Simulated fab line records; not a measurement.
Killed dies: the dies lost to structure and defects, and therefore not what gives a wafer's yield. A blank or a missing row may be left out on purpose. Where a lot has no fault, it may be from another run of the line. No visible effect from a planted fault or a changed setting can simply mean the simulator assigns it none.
A lot that was struck, set against a sound lot | flow sky130 | 18 out of 708 route steps
Sound: these wafers, L894.1, L894.3, L894.5. Struck: wafers L895.2, L895.3 (left out: L895.5, a lot-mate that was not struck); the cause follows at the end.
At each step with rows: each side's tool, then ch and its chambers, then its first start. Under that, the readings that differ: sound wafers | struck wafers | difference of the means | sigmas: that difference in standard deviations of wafers without a fault.
alike: readings whose means differ by less than 2 such deviations, and words and numbers that are the same on both sides. not compared: withheld readings, readings that some wafer has no value for, bounds like >300 that may hide the same value, and numbers for which the record gives no deviation and whose values overlap.
A row with sigmas, a row that says differs or no value, or rows on one side alone: a step with any of these is where the two part. When numbers do not overlap yet have no deviation, they are printed without sigmas and do not part them. A reading that every wafer of one side lacks parts them only if that side has two wafers or more.

first, 3 steps without rows for these wafers: SKY_VIA1_EXPOSE_09 (exposes mask VIM, target cd 150 nm); SKY_VIA1_PEB_10; SKY_VIA1_DEVELOP_11 (develop time 60 s).
SKY_VIA1_CD_MEAS_12 targets a cd of 150 nm.
  sound on cdSem-02 at day 33 19:39; struck on cdSem-01 at day 34 06:33
  alike: cdNm
SKY_VIA1_OVL_MEAS_13:
  sound on overlay-02 at day 33 19:46; struck on overlay-01 at day 34 06:40
  alike: VIA1_OVL
SKY_VIA1_ETCH_14: etches BARC in N2/H2, stops on SiO2, time 45.9 s, target depth 60 nm.
  sound on rieDiel-03 ch 0,3, day 33 19:48; struck on rieDiel-03 ch 1,3, day 34 06:41
  alike: drypumpMotorCurrentA, oesProductAu, throttleValvePct
  not compared: rfHoursCounterH
SKY_VIA1_ETCH_15: etches SiO2 in C4F8/O2/Ar, stops on TiN, target depth 351 nm, time 54 s.
  sound on rieDiel-03 ch 0,3, day 33 19:51; struck on rieDiel-03 ch 1,3, day 34 06:44
  alike: oesProductAu
  not compared: rfHoursCounterH
SKY_VIA1_STRIP_16: strips in O2/N2.
  sound on plasmaAsher-04 ch 0,1, day 33 19:53; struck on plasmaAsher-02 ch 0, day 34 06:47
  alike: drypumpMotorCurrentA, oesProductAu, stripTimeToEndpointS
  not compared: rfHoursCounterH
then, 3 steps without rows for these wafers: SKY_VIA1_STRIP_17 (strips in post etch residue remover, time 1200 s); SKY_VIA1_CLEAN_18 (cleans in IPA, time 180 s); SKY_VIA1_CLEAN_19 (cleans in O3/DIW).
SKY_VIA1_SPUTTER_20: material TiN, target thk 20 nm, time 80 s.
  sound on pvdSputter-04 at day 33 20:29; struck on pvdSputter-03 at day 34 07:25
  alike: chamberPressurePa, throttleValvePct
SKY_VIA1_CVD_21: deposits W, target thk 270 nm, time 80.902 s.
  sound on cvdW-01 ch 0,1, day 33 20:33; struck on cvdW-01 ch 0, day 34 07:28
reading                           | sound           | struck    | difference | sigmas
model.W_of_VIA1_CVD_21.thkNm (nm) | 278.8 275 269.2 | 137 135.9 | -138       | 
  alike: heaterPowerW
  not compared: sinceWetCleanH
SKY_VIA1_RS_MEAS_22: a four-point-probe measurement.
  sound on filmMetro-03 at day 33 20:39; struck on filmMetro-04 at day 34 07:35
reading            | sound             | struck      | difference | sigmas
VIA1_W_RS (ohm/sq) | 0.413 0.418 0.427 | 0.852 0.860 | +0.437     | +77
SKY_VIA1_THK_MEAS_23: measures by xrf.
  sound on filmMetro-03 at day 33 20:46; struck on filmMetro-04 at day 34 07:41
reading         | sound       | struck  | difference | sigmas
VIA1_W_THK (nm) | 277 272 266 | 137 136 | -135       | -32
SKY_VIA1_CMP_24: polishes, stops on SiO2, t overpolish 15 s, target thk 0 nm.
  sound on cmp-01 ch 0,2, day 33 20:50; struck on cmp-02 ch 0,2, day 34 07:44
reading             | sound          | struck    | difference | sigmas
timeToEndpointS (s) | 69.3 63.3 67.0 | 33.3 32.7 | -33.5      | -12
  alike: motorCurrentA
SKY_METAL2_SPUTTER_00: material Ti, target thk 15 nm, time 10 s.
  sound on pvdSputter-01 at day 33 21:08; struck on pvdSputter-04 at day 34 08:02
  alike: chamberPressurePa, throttleValvePct
-- the record jumps here: 12 days lie between the struck wafers' starts before and after (it left off in module METAL2 and takes up again in module PAD_OPEN, whose first step shown is number 708 of the route) --
SKY_PAD_OPEN_PROBE_99:
  rows exist in the record for the struck wafers here (prober-02, day 46 00:18), but not for the sound ones

WHERE THEY PART
Earliest at SKY_VIA1_RS_MEAS_22; latest, in this record, at SKY_PAD_OPEN_PROBE_99.

WHY: the cause the simulator had injected
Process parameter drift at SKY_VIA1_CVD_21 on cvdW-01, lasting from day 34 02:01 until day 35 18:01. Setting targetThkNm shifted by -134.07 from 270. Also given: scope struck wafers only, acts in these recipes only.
